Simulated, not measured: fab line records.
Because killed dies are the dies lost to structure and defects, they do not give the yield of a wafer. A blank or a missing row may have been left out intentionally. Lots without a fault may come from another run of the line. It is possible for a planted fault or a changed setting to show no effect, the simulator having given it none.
Struck lot and sound lot, side by side	flow sky130	32 steps out of a route of 708
Sound: wafers L949.3, L949.4, L949.5. Struck: wafer L958.1; the same lot's L958.5 was not struck, so it is left out; see the end for the cause.
Per side, at each step with rows, come the tool, then ch with its chambers, and then its first start. Under that, the readings that differ: sound wafers	struck wafers	difference of the means	sigmas: that difference in standard deviations of wafers without a fault.
alike: words and numbers the same on both sides, and readings whose means are apart by under 2 such deviations; not compared: readings that were withheld, readings missing a value for some wafer, numbers with overlapping values and no deviation given by the record, and bounds like >300 which may hide the same value.
The two part at a step that has a row with sigmas, a row that says differs or no value, or rows on one side only. Numbers that have no deviation but don't overlap get no sigmas and don't part them. Lack of a reading on every wafer of one side parts them only where that side has two or more wafers.

first, 5 steps without rows for these wafers: SKY_CONTACT_STRIP_20 (strips in post etch residue remover, time 1200 s); SKY_CONTACT_CLEAN_21 (cleans in IPA, time 180 s); SKY_CONTACT_CLEAN_22 (cleans in O3/DIW); SKY_CONTACT_SPUTTER_23 (material TiN, target thk 20 nm, time 80 s); SKY_CONTACT_CVD_24 (deposits W, target thk 340 nm, time 102.12 s).
SKY_CONTACT_RS_MEAS_25: measures by four-point-probe.
  sound on filmMetro-03, day 31 11:58; struck on filmMetro-01, day 34 13:05
  alike: CONTACT_W_RS
SKY_CONTACT_THK_MEAS_26: measures by xrf.
  sound on filmMetro-03, day 31 12:04; struck on filmMetro-01, day 34 13:13
  alike: CONTACT_W_THK
then, 1 step without rows for these wafers: SKY_CONTACT_CMP_27 (polishes, stops on SiO2, t overpolish 15 s, target thk 0 nm).
SKY_METAL1_SPUTTER_00: material Ti, target thk 15 nm, time 10 s.
  sound on pvdSputter-04, day 31 12:25; struck on pvdSputter-04, day 34 13:34
  alike: chamberPressurePa, throttleValvePct
SKY_METAL1_SPUTTER_01: material TiN, target thk 20 nm, time 16.7 s.
  sound on pvdSputter-04, day 31 12:26; struck on pvdSputter-04, day 34 13:36
  alike: chamberPressurePa, throttleValvePct
SKY_METAL1_SPUTTER_02: material AlCu, target thk 250 nm, time 13.3 s.
  sound on pvdSputter-04, day 31 12:28; struck on pvdSputter-04, day 34 13:37
  alike: chamberPressurePa, throttleValvePct
then, 1 step without rows for these wafers: SKY_METAL1_SPUTTER_03 (material Ti, target thk 5 nm, time 3.3 s).
SKY_METAL1_SPUTTER_04: material TiN, target thk 70 nm, time 58.3 s.
  sound on pvdSputter-04, day 31 12:30; struck on pvdSputter-04, day 34 13:40
reading	sound	struck	difference	sigmas
model.TiN_of_METAL1_SPUTTER_04.thkNm (nm)	69.99 69.69 69.81	76.09	+6.26	
  alike: chamberPressurePa, throttleValvePct
SKY_METAL1_RS_MEAS_05: measures by four-point-probe.
  sound on filmMetro-01, day 31 12:35; struck on filmMetro-02, day 34 13:43
  alike: METAL1_ALCU_RS
SKY_METAL1_THK_MEAS_06: measures by xrf.
  sound on filmMetro-01, day 31 12:41; struck on filmMetro-02, day 34 13:50
  alike: METAL1_ALCU_THK
then, 8 steps without rows for these wafers: SKY_METAL1_DEHYDRATE_07 (time 60 s); SKY_METAL1_HMDS_08 (prime time 60 s); SKY_METAL1_COAT_09 (resist thk 60 nm); SKY_METAL1_COAT_10 (resist thk 450 nm); SKY_METAL1_SOFTBAKE_11 (time 90 s); SKY_METAL1_EXPOSE_12 (exposes mask MM1, target cd 140 nm); SKY_METAL1_PEB_13; SKY_METAL1_DEVELOP_14 (develop time 60 s).
SKY_METAL1_CD_MEAS_15 targets a cd of 140 nm.
  sound on cdSem-01, day 32 14:58; struck on cdSem-01, day 35 16:07
reading	sound	struck	difference	sigmas
cdNm (nm)	137.8 138.4 138.1	142.0	+3.9	+3
SKY_METAL1_OVL_MEAS_16:
  sound on overlay-02, day 32 15:04; struck on overlay-02, day 35 16:14
  alike: METAL1_OVL
SKY_METAL1_DESCUM_17: chemistry O2, time 8 s.
  sound on rieMetal-03 ch 0,1, day 32 15:06; struck on rieMetal-02 ch 1, day 35 16:16
reading	sound	struck	difference	sigmas
rfHoursCounterH (h)	- - -	9	no value on the sound wafers	
  alike: drypumpMotorCurrentA, heBacksideLeakSccm, oesProductAu
SKY_METAL1_ETCH_18: etches BARC in N2/H2, stops on SiO2, time 45.9 s, target depth 60 nm.
  sound on rieMetal-03 ch 0,1, day 32 15:08; struck on rieMetal-02 ch 1, day 35 16:20
reading	sound	struck	difference	sigmas
rfHoursCounterH (h)	- - -	9	no value on the sound wafers	
  alike: drypumpMotorCurrentA, heBacksideLeakSccm, oesProductAu, throttleValvePct
then, 2 steps without rows for these wafers: SKY_METAL1_METAL_ETCH_19 (etches the open film in Cl2/BCl3, stops on SiO2, target depth 360 nm, time 78 s); SKY_METAL1_STRIP_20 (strips in O2/N2).
SKY_METAL1_STRIP_21: strips in post etch residue remover, time 1200 s.
  sound on wetBench-04 ch 2, day 32 15:22; struck on wetBench-04 ch 0, day 35 16:44
reading	sound	struck	difference	sigmas
model.TiN_of_METAL1_SPUTTER_04.thkNm (nm)	69.57 69.26 69.39	75.67	+6.26	
then, 2 steps without rows for these wafers: SKY_METAL1_CLEAN_22 (cleans in IPA, time 180 s); SKY_PAD_OPEN_PROBE_99.

WHERE THEY PART
First at SKY_METAL1_CD_MEAS_15; last, within this record, at SKY_METAL1_ETCH_18.

WHY: what had been put in by the simulator
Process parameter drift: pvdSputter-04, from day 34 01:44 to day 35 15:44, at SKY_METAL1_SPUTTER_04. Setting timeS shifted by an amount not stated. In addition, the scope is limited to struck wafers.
